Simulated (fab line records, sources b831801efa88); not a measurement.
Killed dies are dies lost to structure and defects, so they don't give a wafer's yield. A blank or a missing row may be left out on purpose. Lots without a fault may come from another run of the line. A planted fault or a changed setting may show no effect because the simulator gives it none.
One fault seen from 2 desks | flow sky130 | each desk has only its own numbers; what lay behind them comes last

THE METROLOGY DESK
What the gauges read, lot by lot, whatever tool the lot ran on: means of the sampled wafers that have a number. A lot is out of limits, marked OUT, if its mean lies more than 4 standard deviations from the usual mean; the brackets give that distance.
Columns: A = VT_ADJUST_HVTR_OVL at SKY_VT_ADJUST_HVTR_OVL_MEAS_08, usual -1.4 nm; B = VT_ADJUST_PCH_TW at SKY_VT_ADJUST_PCH_TW_MEAS_10, usual 142.5; C = GATE_OXIDE_OVL at SKY_GATE_OXIDE_OVL_MEAS_10, usual -0.1 nm
lot  | first seen here | A    | B     | C
L786 | day 10 03:52    | -3.1 | 141.5 | 0.6
L787 | day 11 00:32    | -0.6 | 141.6 | 0.8
L788 | day 11 15:52    | -0.1 | 143.5 | -0.1
L790 | day 12 03:03    | 1.7  | 142.9 | -0.6
L789 | day 12 04:03    | -1.1 | 143.6 | -1.7
L791 | day 12 12:21    | -1.5 | 143.2 | -1.4
L794 | day 12 19:28    | -0.7 | 142.9 | -0.9
L798 | day 14 06:00    | -1.1 | 142.5 | -0.9
L799 | day 14 12:15    | -2.0 | 142.3 | 0.6
L800 | day 14 18:28    | -0.8 | 142.1 | -116.4 (-99 or more) OUT
L802 | day 15 09:31    | -1.8 | 143.2 | -116.9 (-99 or more) OUT
L803 | day 15 13:32    | -0.8 | 142.5 | -117.9 (-99 or more) OUT
L804 | day 15 17:59    | -1.5 | 142.9 | 1.5
L805 | day 16 12:04    | 0.2  | 141.5 | -115.8 (-99 or more) OUT
This desk's finding: out of limits on L800, L802, L803, L805; first on L800, day 19 23:50 (GATE_OXIDE_OVL at SKY_GATE_OXIDE_OVL_MEAS_10). In limits: L786, L787, L788, L790, L789, L791, L794, L798, L799, L804.

THE TOOL OWNER'S DESK: iline_stepper-01
The tool's own readings at SKY_GATE_OXIDE_EXPOSE_07 (exposes mask LVOM, target cd 600 nm): means of the sampled wafers that have a number, for each lot that ran on this tool. A lot is out of limits, marked OUT, if its mean lies more than 4 standard deviations from the usual mean; the brackets give that distance.
Columns: A = exposure_dose_mJ_cm2 at SKY_GATE_OXIDE_EXPOSE_07, usual 170.03; B = stage_vel_mm_s at SKY_GATE_OXIDE_EXPOSE_07, usual 499.96 mm/s
lot  | first seen here | A      | B
L786 | day 14 03:08    | 170.16 | 500.07
L789 | day 16 09:28    | 170.06 | 500.07
L794 | day 17 12:32    | 169.94 | 499.82
L799 | day 18 22:49    | 170.03 | 500.08
L798 | day 18 23:10    | 170.11 | 499.66
L800 | day 19 09:14    | 169.92 | 499.89
L802 | day 19 23:41    | 169.89 | 500.20
L803 | day 20 02:19    | 169.82 | 499.96
L805 | day 21 04:46    | 169.92 | 499.89
This desk's finding: nothing out of limits on any of the 9 lots.

PUT TOGETHER
The metrology desk could have raised an alarm at day 19 23:50, on L800, L802, L803, L805.
The tool owner's desk saw nothing out of limits.
The tool owner's desk has L800, L802, L803, L805 on record, within its limits.
Of the lots named, all ran SKY_GATE_OXIDE_EXPOSE_07 on iline_stepper-01.

WHAT THE SIMULATOR HAD PUT IN
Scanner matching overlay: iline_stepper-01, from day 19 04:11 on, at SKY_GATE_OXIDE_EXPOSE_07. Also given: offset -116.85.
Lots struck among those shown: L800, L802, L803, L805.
Hours from the fault's start to each desk's first reading out of limits: the metrology desk, 20.
